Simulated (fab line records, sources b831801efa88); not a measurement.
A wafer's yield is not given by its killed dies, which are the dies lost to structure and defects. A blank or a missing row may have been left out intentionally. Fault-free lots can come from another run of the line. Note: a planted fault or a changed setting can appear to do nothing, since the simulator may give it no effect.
fab line records	flow gf180mcu
record: lots: 24	wafers: 72	lastDay: 35
route steps=602 shown V1@336 M2@365 V2@384 M4@460
lots untouched by any fault: they come from a run of this same line in which no faults occurred
startH: hours from the record's first day to the start of the lot's first wafer shown	waitH: time in hours since the lot's previous step	" as in the row above	L1.1+2: a single row standing in for several wafers	- no value, or no start given	* or withheld: withheld	< > ~ a bound
route shown NAME@n: NAME is a module with steps in the file, n the number in the route of the first one	usual: the fault-free wafers' mean and standard deviation	same: alike in all rows	chamber/n: place in a boat	sites: per-site readings	_std_site: their standard deviation	_edge_site: outer sites' mean less inner sites'	radiusMm: how far each site lies from the wafer's centre	mask NAME#n: copy n	behind: tool/chamber where the wafer was last shaped	hold: why the lot went on hold/how many hours it stayed there/how the hold came to an end	device: which transistor (n, p or np) failed to switch	end of line: the same wafers' tests at the end of the route	a step without rows: its recipe alone	killed: not the wafer's yield, but the dies lost to structure and defects at the first sort	map: a wafer's dies, x killed, . not, _ none there
set.NAME: the run value of the setting; set.NAME@STEP: its run value at that earlier step	model.NAME: the simulator's own value behind a step, which no gauge read
one table for each step of the route and one row for each wafer, over a sample of lots
services: a tool's chamber out of use, with start hour (startH, from the record's first day; less than 0 if before it), hours out, and reason
== steps ==
step: GF_V1_THK_MEAS_01
recipe: reads: SiO2_of_V1_CVD_00
usual: V1_CVD_00_THK: 600/7.6
lot.wafer	tool	chamber	startH	waitH	V1_CVD_00_THK[nm]
L074.3	filmMetro-01	-	404.69	0.1	612
L074.4	"	-	"	"	597
L074.6	"	-	"	"	603
L075.2	filmMetro-01	-	416.81	0.1	591
L075.3	"	-	"	"	588
L075.5	"	-	"	"	593
L076.2	filmMetro-03	-	417.55	0.0	609
L076.4	"	-	"	"	591
L076.5	"	-	"	"	611
L077.2	filmMetro-02	-	429.07	0.0	594
L077.4	"	-	"	"	600
L077.5	"	-	"	"	598
L078.1	filmMetro-03	-	445.30	0.0	592
L078.5	"	-	"	"	599
L078.6	"	-	"	"	601
L079.2	filmMetro-03	-	455.04	0.0	593
L079.3	"	-	"	"	601
L079.5	"	-	"	"	583
L080.2	filmMetro-03	-	460.31	0.0	602
L080.3	"	-	"	"	597
L080.4	"	-	"	"	611
L082.1	filmMetro-03	-	475.01	0.0	598
L082.5	"	-	"	"	600
L082.6	"	-	"	"	609
L081.1	filmMetro-02	-	476.55	0.0	590
L081.2	"	-	"	"	588
L081.6	"	-	"	"	590
L083.1	filmMetro-01	-	484.32	0.0	590
L083.4	"	-	"	"	606
L083.6	"	-	"	"	592
L084.1	filmMetro-01	-	489.85	0.0	596
L084.3	"	-	"	"	590
L084.6	"	-	"	"	599
L085.1	filmMetro-02	-	497.22	0.0	585
L085.2	"	-	"	"	595
L085.4	"	-	"	"	597
L086.2	filmMetro-01	-	504.98	0.0	583
L086.4	"	-	"	"	585
L086.5	"	-	"	"	595
L087.2	filmMetro-03	-	514.22	0.0	600
L087.3	"	-	"	"	606
L087.4	"	-	"	"	599
L088.2	filmMetro-03	-	529.07	0.0	596
L088.4	"	-	"	"	600
L088.6	"	-	"	"	591
L089.1	filmMetro-03	-	540.71	0.0	600
L089.4	"	-	"	"	611
L089.6	"	-	"	"	599
L090.1	filmMetro-01	-	543.37	0.0	615
L090.4	"	-	"	"	598
L090.6	"	-	"	"	604
L091.1	filmMetro-03	-	551.70	0.0	610
L091.4	"	-	"	"	605
L091.5	"	-	"	"	596
L092.3	filmMetro-01	-	557.39	0.1	602
L092.4	"	-	"	"	619
L092.5	"	-	"	"	602
L093.2	filmMetro-01	-	567.31	0.0	611
L093.4	"	-	"	"	605
L093.5	"	-	"	"	606
L094.1	filmMetro-02	-	573.37	0.0	604
L094.2	"	-	"	"	602
L094.3	"	-	"	"	602
L095.2	filmMetro-03	-	585.58	0.0	597
L095.4	"	-	"	"	590
L095.6	"	-	"	"	603
L096.1	filmMetro-03	-	589.77	0.0	605
L096.4	"	-	"	"	604
L096.6	"	-	"	"	603
L097.4	filmMetro-03	-	596.99	0.0	611
L097.5	"	-	"	"	601
L097.6	"	-	"	"	610
step: GF_V1_STRIP_18
recipe: chemistry: O2/N2	powerW: 1400	pressureMtorr: 1500	platenTempC: 250	o2FlowSccm: 3000	n2FlowSccm: 300	overashFraction: 0.5
usual: drypumpMotorCurrentA: 5.83/0.29	heaterPowerW: 346/21	oesProductAu: 0.592/0.0054
lot.wafer	tool	chamber	startH	waitH	drypumpMotorCurrentA	heaterPowerW	oesProductAu	rfHoursCounterH
L074.3	plasmaAsher-01	1	430.31	-	6.49	304	0.593	-
L074.4	"	0	"	"	5.16	330	0.600	-
L074.6	"	0	"	"	5.13	331	0.598	-
L075.2	plasmaAsher-04	1	442.43	-	5.83	377	0.582	64
L075.3	"	0	"	"	6.07	350	0.594	-
L075.5	"	0	"	"	6.05	343	0.600	-
L076.2	plasmaAsher-02	1	443.15	-	5.76	348	0.589	33
L076.4	"	1	"	"	5.77	350	0.598	-
L076.5	"	1	"	"	5.74	350	0.595	-
L077.2	plasmaAsher-02	0	454.35	-	5.74	332	0.590	34
L077.4	"	0	"	"	5.74	327	0.590	-
L077.5	"	1	"	"	5.77	356	0.587	-
L078.1	plasmaAsher-02	1	471.45	-	5.76	346	0.593	36
L078.5	"	0	"	"	5.75	340	0.596	-
L078.6	"	1	"	"	5.76	341	0.592	-
L079.2	plasmaAsher-02	1	480.23	-	5.74	348	0.589	37
L079.3	"	1	"	"	5.76	341	0.599	-
L079.5	"	0	"	"	5.73	331	0.610	-
L080.2	plasmaAsher-01	0	485.88	-	5.21	326	0.588	5
L080.3	"	0	"	"	5.18	337	0.590	-
L080.4	"	1	"	"	6.56	304	0.595	-
L082.1	plasmaAsher-04	1	500.10	-	5.83	385	0.593	71
L082.5	"	0	"	"	5.99	349	0.594	-
L082.6	"	1	"	"	5.82	392	0.578	-
L081.1	plasmaAsher-04	0	501.65	-	6.00	355	0.592	71
L081.2	"	1	"	"	5.83	380	0.596	71
L081.6	"	1	"	"	5.83	372	0.590	-
L083.1	plasmaAsher-02	0	509.43	-	5.73	337	0.582	40
L083.4	"	1	"	"	5.75	343	0.594	-
L083.6	"	0	"	"	5.73	340	0.586	-
L084.1	plasmaAsher-04	0	514.28	-	6.00	348	0.599	72
L084.3	"	0	"	"	6.03	348	0.595	-
L084.6	"	1	"	"	5.82	374	0.590	-
L085.1	plasmaAsher-04	0	521.79	-	6.06	343	0.595	73
L085.2	"	1	"	"	5.83	384	0.588	73
L085.4	"	0	"	"	6.07	349	0.586	-
L086.2	plasmaAsher-04	0	529.73	-	6.05	342	0.585	74
L086.4	"	0	"	"	6.03	344	0.592	-
L086.5	"	1	"	"	5.83	386	0.596	-
L087.2	plasmaAsher-02	0	538.73	-	5.71	326	0.594	43
L087.3	"	0	"	"	5.73	330	0.602	-
L087.4	"	1	"	"	5.74	342	0.586	-
L088.2	plasmaAsher-01	1	552.53	-	6.51	315	0.592	12
L088.4	"	1	"	"	6.51	301	0.583	-
L088.6	"	0	"	"	5.15	335	0.586	-
L089.1	plasmaAsher-04	0	564.30	-	6.02	351	0.598	78
L089.4	"	0	"	"	6.00	351	0.591	-
L089.6	"	0	"	"	6.00	338	0.589	-
L090.1	plasmaAsher-04	1	566.55	-	5.86	377	0.596	78
L090.4	"	1	"	"	5.86	378	0.592	-
L090.6	"	0	"	"	6.04	357	0.592	-
L091.1	plasmaAsher-01	0	575.13	-	5.16	336	0.603	15
L091.4	"	1	"	"	6.54	309	0.596	-
L091.5	"	1	"	"	6.49	306	0.594	-
L092.3	plasmaAsher-04	0	580.63	-	6.05	348	0.595	-
L092.4	"	1	"	"	5.85	387	0.580	-
L092.5	"	1	"	"	5.84	392	0.588	-
L093.2	plasmaAsher-02	1	589.90	-	5.73	344	0.598	47
L093.4	"	1	"	"	5.73	348	0.591	-
L093.5	"	1	"	"	5.75	343	0.593	-
L094.1	plasmaAsher-02	1	596.43	-	5.73	337	0.598	47
L094.2	"	0	"	"	5.75	339	0.587	47
L094.3	"	1	"	"	5.72	349	0.592	-
L095.2	plasmaAsher-02	0	607.88	-	5.74	332	0.593	48
L095.4	"	0	"	"	5.72	336	0.589	-
L095.6	"	0	"	"	5.74	334	0.589	-
L096.1	plasmaAsher-02	1	612.03	-	5.76	353	0.585	49
L096.4	"	1	"	"	5.75	346	0.592	-
L096.6	"	0	"	"	5.76	327	0.594	-
L097.4	plasmaAsher-02	1	619.21	-	5.76	351	0.584	-
L097.5	"	0	"	"	5.73	335	0.591	-
L097.6	"	1	"	"	5.79	350	0.591	-
step: GF_M2_SPUTTER_03
recipe: material: Ti	targetThkNm: 10	substrateTempC: 300	chamberPressurePa: 0.3	powerW: 3000	timeS: 6.7
usual: throttleValvePct: 29.8/0.87
lot.wafer	tool	chamber	startH	waitH	throttleValvePct
L074.3	pvdSputter-04	-	431.70	0.0	28.3
L074.4	"	-	"	"	30.5
L074.6	"	-	"	"	28.3
L075.2	pvdSputter-03	-	443.81	0.0	28.7
L075.3	"	-	"	"	28.6
L075.5	"	-	"	"	28.9
L076.2	pvdSputter-02	-	444.60	0.0	29.8
L076.4	"	-	"	"	31.1
L076.5	"	-	"	"	31.2
L077.2	pvdSputter-02	-	455.99	0.0	30.0
L077.4	"	-	"	"	31.0
L077.5	"	-	"	"	30.4
L078.1	pvdSputter-02	-	472.83	0.0	30.1
L078.5	"	-	"	"	30.2
L078.6	"	-	"	"	31.2
L079.2	pvdSputter-02	-	481.69	0.0	30.1
L079.3	"	-	"	"	30.0
L079.5	"	-	"	"	30.5
L080.2	pvdSputter-04	-	487.26	0.0	28.4
L080.3	"	-	"	"	29.3
L080.4	"	-	"	"	30.9
L082.1	pvdSputter-02	-	501.60	0.0	31.2
L082.5	"	-	"	"	30.3
L082.6	"	-	"	"	30.3
L081.1	pvdSputter-03	-	503.03	0.0	29.0
L081.2	"	-	"	"	28.8
L081.6	"	-	"	"	28.8
L083.1	pvdSputter-04	-	510.81	0.0	29.3
L083.4	"	-	"	"	30.3
L083.6	"	-	"	"	28.4
L084.1	pvdSputter-02	-	515.68	0.0	30.1
L084.3	"	-	"	"	29.7
L084.6	"	-	"	"	30.5
L085.1	pvdSputter-03	-	523.17	0.0	29.2
L085.2	"	-	"	"	29.1
L085.4	"	-	"	"	28.8
L086.2	pvdSputter-02	-	531.11	0.0	30.5
L086.4	"	-	"	"	30.1
L086.5	"	-	"	"	30.2
L087.2	pvdSputter-02	-	540.12	0.0	30.3
L087.3	"	-	"	"	30.7
L087.4	"	-	"	"	30.0
L088.2	pvdSputter-02	-	553.92	0.0	31.3
L088.4	"	-	"	"	30.2
L088.6	"	-	"	"	30.3
L089.1	pvdSputter-04	-	565.68	0.0	30.1
L089.4	"	-	"	"	28.3
L089.6	"	-	"	"	29.3
L090.1	pvdSputter-03	-	567.94	0.0	28.8
L090.4	"	-	"	"	28.8
L090.6	"	-	"	"	28.8
L091.1	pvdSputter-03	-	576.51	0.0	29.4
L091.4	"	-	"	"	28.8
L091.5	"	-	"	"	29.0
L092.3	pvdSputter-02	-	581.99	0.0	30.7
L092.4	"	-	"	"	31.2
L092.5	"	-	"	"	30.8
L093.2	pvdSputter-03	-	591.28	0.0	28.8
L093.4	"	-	"	"	28.9
L093.5	"	-	"	"	29.4
L094.1	pvdSputter-03	-	597.85	0.0	29.3
L094.2	"	-	"	"	28.3
L094.3	"	-	"	"	28.5
L095.2	pvdSputter-02	-	609.27	0.0	30.7
L095.4	"	-	"	"	30.1
L095.6	"	-	"	"	29.9
L096.1	pvdSputter-02	-	613.41	0.0	30.6
L096.4	"	-	"	"	29.7
L096.6	"	-	"	"	29.8
L097.4	pvdSputter-03	-	620.56	0.0	29.3
L097.5	"	-	"	"	29.2
L097.6	"	-	"	"	28.7
step: GF_M2_STRIP_17
recipe: chemistry: O2/N2	powerW: 1400	pressureMtorr: 1500	platenTempC: 250	o2FlowSccm: 3000	n2FlowSccm: 300	overashFraction: 0.5
usual: drypumpMotorCurrentA: 5.8/0.5	heaterPowerW: 323/20	oesProductAu: 0.560/0.0054	stripTimeToEndpointS: 7.93/0.053
lot.wafer	tool	chamber	startH	waitH	drypumpMotorCurrentA	heaterPowerW	oesProductAu	rfHoursCounterH	stripTimeToEndpointS
L074.3	plasmaAsher-01	1	456.11	0.1	6.5	307	0.561	-	7.97
L074.4	"	0	"	"	5.2	331	0.572	-	7.98
L074.6	"	1	"	"	6.5	310	0.563	-	7.95
L075.2	plasmaAsher-01	1	468.91	0.1	6.5	311	0.555	4	7.98
L075.3	"	1	"	"	6.5	308	0.558	-	7.96
L075.5	"	0	"	"	5.2	332	0.566	-	7.98
L076.2	plasmaAsher-01	0	470.08	0.1	5.2	329	0.558	4	7.92
L076.4	"	0	"	"	5.2	331	0.554	-	7.89
L076.5	"	0	"	"	5.2	335	0.563	-	7.91
L077.2	plasmaAsher-02	0	481.03	0.1	5.7	327	0.558	37	7.95
L077.4	"	1	"	"	5.8	343	0.555	-	7.86
L077.5	"	1	"	"	5.8	346	0.558	-	7.82
L078.1	plasmaAsher-02	1	497.71	0.1	5.8	346	0.556	39	7.97
L078.5	"	0	"	"	5.7	341	0.553	-	7.96
L078.6	"	1	"	"	5.8	343	0.558	-	7.83
L079.2	plasmaAsher-03	1	505.80	0.1	5.7	300	0.559	91	7.92
L079.3	"	1	"	"	5.7	301	0.564	-	7.91
L079.5	"	0	"	"	5.6	278	0.556	-	7.91
L080.2	plasmaAsher-02	0	512.00	0.1	5.7	317	0.561	40	7.85
L080.3	"	1	"	"	5.8	352	0.550	-	7.96
L080.4	"	0	"	"	5.8	332	0.553	-	7.80
L082.1	plasmaAsher-03	0	525.35	0.1	5.6	287	0.563	93	8.01
L082.5	"	0	"	"	5.6	281	0.560	-	7.90
L082.6	"	1	"	"	5.7	297	0.557	-	7.97
L081.1	plasmaAsher-01	1	526.71	0.1	6.5	309	0.555	9	7.91
L081.2	"	0	"	"	5.2	337	0.559	9	7.82
L081.6	"	0	"	"	5.2	339	0.564	-	7.92
L083.1	plasmaAsher-01	0	534.03	0.1	5.2	330	0.563	10	7.93
L083.4	"	1	"	"	6.5	309	0.567	-	7.99
L083.6	"	1	"	"	6.5	303	0.559	-	7.97
L084.1	plasmaAsher-01	0	539.06	0.1	5.2	340	0.556	11	7.84
L084.3	"	0	"	"	5.2	327	0.553	-	7.83
L084.6	"	1	"	"	6.5	314	0.554	-	7.83
L085.1	plasmaAsher-03	1	546.60	0.1	5.7	298	0.569	95	7.98
L085.2	"	0	"	"	5.6	280	0.561	95	7.96
L085.4	"	1	"	"	5.7	293	0.558	-	8.02
L086.2	plasmaAsher-02	1	555.02	0.1	5.8	346	0.556	44	7.87
L086.4	"	0	"	"	5.7	332	0.564	-	7.90
L086.5	"	1	"	"	5.8	359	0.557	-	7.90
L087.2	plasmaAsher-01	1	562.61	0.1	6.5	314	0.564	13	7.96
L087.3	"	1	"	"	6.5	313	0.563	-	7.90
L087.4	"	0	"	"	5.2	338	0.556	-	7.90
L088.2	plasmaAsher-01	0	576.38	0.1	5.2	328	0.562	15	8.02
L088.4	"	0	"	"	5.2	331	0.565	-	7.99
L088.6	"	1	"	"	6.5	310	0.568	-	7.99
L089.1	plasmaAsher-01	1	588.21	0.1	6.5	310	0.572	16	7.95
L089.4	"	0	"	"	5.2	345	0.571	-	8.00
L089.6	"	1	"	"	6.5	312	0.556	-	8.00
L090.1	plasmaAsher-01	1	590.23	0.1	6.5	306	0.559	17	7.97
L090.4	"	1	"	"	6.5	303	0.577	-	7.99
L090.6	"	0	"	"	5.2	324	0.553	-	7.95
L091.1	plasmaAsher-02	0	598.98	0.1	5.7	337	0.553	47	7.91
L091.4	"	1	"	"	5.8	344	0.560	-	7.93
L091.5	"	0	"	"	5.7	329	0.558	-	7.94
L092.3	plasmaAsher-01	0	604.21	0.1	5.2	335	0.564	-	7.91
L092.4	"	1	"	"	6.6	304	0.552	-	7.88
L092.5	"	0	"	"	5.1	329	0.568	-	7.91
L093.2	plasmaAsher-01	0	613.31	0.1	5.2	333	0.556	19	7.95
L093.4	"	1	"	"	6.5	308	0.563	-	7.99
L093.5	"	0	"	"	5.2	339	0.552	-	7.91
L094.1	plasmaAsher-02	1	619.58	0.1	5.8	346	0.553	50	7.92
L094.2	"	0	"	"	5.7	329	0.563	50	7.98
L094.3	"	0	"	"	5.7	339	0.556	-	7.97
L095.2	plasmaAsher-01	1	630.62	0.1	6.5	300	0.557	20	7.96
L095.4	"	1	"	"	6.5	303	0.566	-	8.01
L095.6	"	0	"	"	5.2	330	0.568	-	7.99
L096.1	plasmaAsher-02	1	634.96	0.1	5.8	340	0.560	51	7.94
L096.4	"	1	"	"	5.8	349	0.561	-	7.98
L096.6	"	0	"	"	5.7	330	0.552	-	7.92
L097.4	plasmaAsher-02	0	641.00	0.1	5.7	334	0.562	-	7.98
L097.5	"	1	"	"	5.8	351	0.556	-	7.84
L097.6	"	0	"	"	5.7	329	0.562	-	7.96
step: GF_V2_CVD_02
recipe: material: SiO2	targetThkNm: 850	precursor: TEOS	tempC: 400	timeS: 94.851	rfW: 600
usual: heaterPowerW: 693/75
lot.wafer	tool	chamber	startH	waitH	heaterPowerW
L074.3	pecvd-04	2	456.78	0.1	647
L074.4	"	0	"	"	534
L074.6	"	0	"	"	594
L075.2	pecvd-03	1	469.58	0.0	754
L075.3	"	0	"	"	719
L075.5	"	2	"	"	738
L076.2	pecvd-04	2	470.75	0.0	624
L076.4	"	2	"	"	679
L076.5	"	0	"	"	539
L077.2	pecvd-01	1	481.71	0.0	633
L077.4	"	1	"	"	677
L077.5	"	1	"	"	714
L078.1	pecvd-01	2	498.38	0.1	849
L078.5	"	0	"	"	588
L078.6	"	2	"	"	672
L079.2	pecvd-01	1	506.46	0.0	591
L079.3	"	2	"	"	857
L079.5	"	0	"	"	715
L080.2	pecvd-03	2	512.71	0.0	758
L080.3	"	1	"	"	638
L080.4	"	1	"	"	698
L082.1	pecvd-01	2	526.11	0.1	756
L082.5	"	0	"	"	742
L082.6	"	2	"	"	813
L081.1	pecvd-03	0	527.47	0.1	758
L081.2	"	2	"	"	699
L081.6	"	1	"	"	755
L083.1	pecvd-03	2	534.82	0.1	730
L083.4	"	1	"	"	733
L083.6	"	2	"	"	745
L084.1	pecvd-03	0	539.73	0.1	713
L084.3	"	1	"	"	692
L084.6	"	2	"	"	621
L085.1	pecvd-01	2	547.26	0.1	776
L085.2	"	0	"	"	757
L085.4	"	1	"	"	679
L086.2	pecvd-01	0	555.72	0.0	713
L086.4	"	1	"	"	694
L086.5	"	0	"	"	746
L087.2	pecvd-01	0	563.31	0.0	735
L087.3	"	2	"	"	854
L087.4	"	2	"	"	868
L088.2	pecvd-03	1	577.05	0.0	621
L088.4	"	2	"	"	604
L088.6	"	1	"	"	671
L089.1	pecvd-01	2	588.88	0.1	843
L089.4	"	1	"	"	717
L089.6	"	0	"	"	768
L090.1	pecvd-04	1	590.89	0.1	607
L090.4	"	0	"	"	531
L090.6	"	2	"	"	699
L091.1	pecvd-01	2	599.64	0.1	837
L091.4	"	2	"	"	883
L091.5	"	1	"	"	683
L092.3	pecvd-03	2	604.84	0.0	612
L092.4	"	2	"	"	685
L092.5	"	0	"	"	731
L093.2	pecvd-01	0	614.01	0.0	619
L093.4	"	1	"	"	694
L093.5	"	2	"	"	778
L094.1	pecvd-03	0	620.33	0.1	773
L094.2	"	1	"	"	651
L094.3	"	2	"	"	703
L095.2	pecvd-03	2	631.31	0.0	702
L095.4	"	0	"	"	719
L095.6	"	2	"	"	736
L096.1	pecvd-04	0	635.69	0.1	676
L096.4	"	1	"	"	664
L096.6	"	0	"	"	600
L097.4	pecvd-01	2	641.71	0.1	782
L097.5	"	1	"	"	700
L097.6	"	0	"	"	744
step: GF_M4_SPUTTER_04
recipe: material: TiN	targetThkNm: 50	powerW: 6500	timeS: 41.7	chamberPressurePa: 0.3837
usual: throttleValvePct: 29.7/0.87
lot.wafer	tool	chamber	startH	waitH	throttleValvePct
L074.3	pvdSputter-02	-	534.45	0.0	31.2
L074.4	"	-	"	"	29.9
L074.6	"	-	"	"	30.6
L075.2	pvdSputter-03	-	545.05	0.0	29.3
L075.3	"	-	"	"	28.5
L075.5	"	-	"	"	28.9
L076.2	pvdSputter-02	-	546.95	0.0	30.5
L076.4	"	-	"	"	30.3
L076.5	"	-	"	"	30.4
L077.2	pvdSputter-04	-	556.95	0.0	30.3
L077.4	"	-	"	"	28.4
L077.5	"	-	"	"	30.4
L078.1	pvdSputter-03	-	574.03	0.0	28.5
L078.5	"	-	"	"	28.8
L078.6	"	-	"	"	28.5
L079.2	pvdSputter-03	-	581.86	0.0	28.8
L079.3	"	-	"	"	28.9
L079.5	"	-	"	"	29.1
L080.2	pvdSputter-02	-	586.35	0.0	30.5
L080.3	"	-	"	"	30.1
L080.4	"	-	"	"	29.9
L082.1	pvdSputter-02	-	599.08	0.0	30.7
L082.5	"	-	"	"	30.4
L082.6	"	-	"	"	30.0
L081.1	pvdSputter-03	-	599.76	0.0	28.5
L081.2	"	-	"	"	28.7
L081.6	"	-	"	"	28.9
L083.1	pvdSputter-03	-	607.92	0.0	29.4
L083.4	"	-	"	"	28.9
L083.6	"	-	"	"	28.7
L084.1	pvdSputter-02	-	611.64	0.0	30.5
L084.3	"	-	"	"	30.1
L084.6	"	-	"	"	29.8
L085.1	pvdSputter-02	-	619.18	0.0	31.1
L085.2	"	-	"	"	30.2
L085.4	"	-	"	"	30.6
L086.2	pvdSputter-04	-	625.37	0.0	30.1
L086.4	"	-	"	"	28.2
L086.5	"	-	"	"	30.4
L087.2	pvdSputter-02	-	632.82	0.0	30.7
L087.3	"	-	"	"	31.1
L087.4	"	-	"	"	29.9
L088.2	pvdSputter-03	-	646.07	0.0	29.2
L088.4	"	-	"	"	29.5
L088.6	"	-	"	"	29.2
L089.1	pvdSputter-02	-	657.39	0.0	30.1
L089.4	"	-	"	"	30.5
L089.6	"	-	"	"	30.2
L090.1	pvdSputter-02	-	659.18	0.0	30.0
L090.4	"	-	"	"	30.3
L090.6	"	-	"	"	30.6
L091.1	pvdSputter-03	-	667.18	0.0	28.9
L091.4	"	-	"	"	29.4
L091.5	"	-	"	"	28.6
L092.3	pvdSputter-04	-	672.15	0.0	29.3
L092.4	"	-	"	"	30.4
L092.5	"	-	"	"	29.5
L093.2	pvdSputter-03	-	680.59	0.0	28.7
L093.4	"	-	"	"	29.2
L093.5	"	-	"	"	28.9
L094.1	pvdSputter-03	-	685.86	0.0	29.3
L094.2	"	-	"	"	28.5
L094.3	"	-	"	"	28.5
L095.2	pvdSputter-02	-	697.31	0.0	30.2
L095.4	"	-	"	"	30.7
L095.6	"	-	"	"	30.5
L096.1	pvdSputter-04	-	699.96	0.0	30.7
L096.4	"	-	"	"	28.4
L096.6	"	-	"	"	29.6
L097.4	pvdSputter-02	-	706.11	0.0	30.5
L097.5	"	-	"	"	31.5
L097.6	"	-	"	"	30.0
== services ==
tool	chamber	startH	hours	kind
pvdSputter-03	-	413.20	1.9	repair
plasmaAsher-01	-	421.25	9.0	pm
pvdSputter-03	-	432.01	9.3	repair
pecvd-04	1	448.53	16.2	repair
plasmaAsher-04	-	454.10	2.2	repair
pecvd-03	2	457.46	4.9	repair
pecvd-01	1	459.84	5.1	repair
pecvd-01	2	477.67	15.7	repair
plasmaAsher-01	-	497.87	0.6	repair
pvdSputter-04	-	543.83	2.0	repair
pecvd-03	-	554.11	2.8	pm
plasmaAsher-02	-	565.63	14.6	pm
pvdSputter-02	-	571.25	7.4	repair
pecvd-04	-	584.67	0.3	repair
plasmaAsher-01	-	616.97	3.4	repair
pecvd-01	-	629.67	0.7	repair
pecvd-04	2	634.76	5.1	repair
plasmaAsher-03	-	643.29	2.1	repair
pecvd-01	2	644.25	1.8	repair
pvdSputter-02	3	645.02	-	consumableReplace:kit
pecvd-01	2	676.69	23.2	repair
pvdSputter-03	-	686.44	1.1	repair
pecvd-01	0	696.62	12.9	repair
plasmaAsher-02	-	701.73	2.2	repair
== key ==
fault none
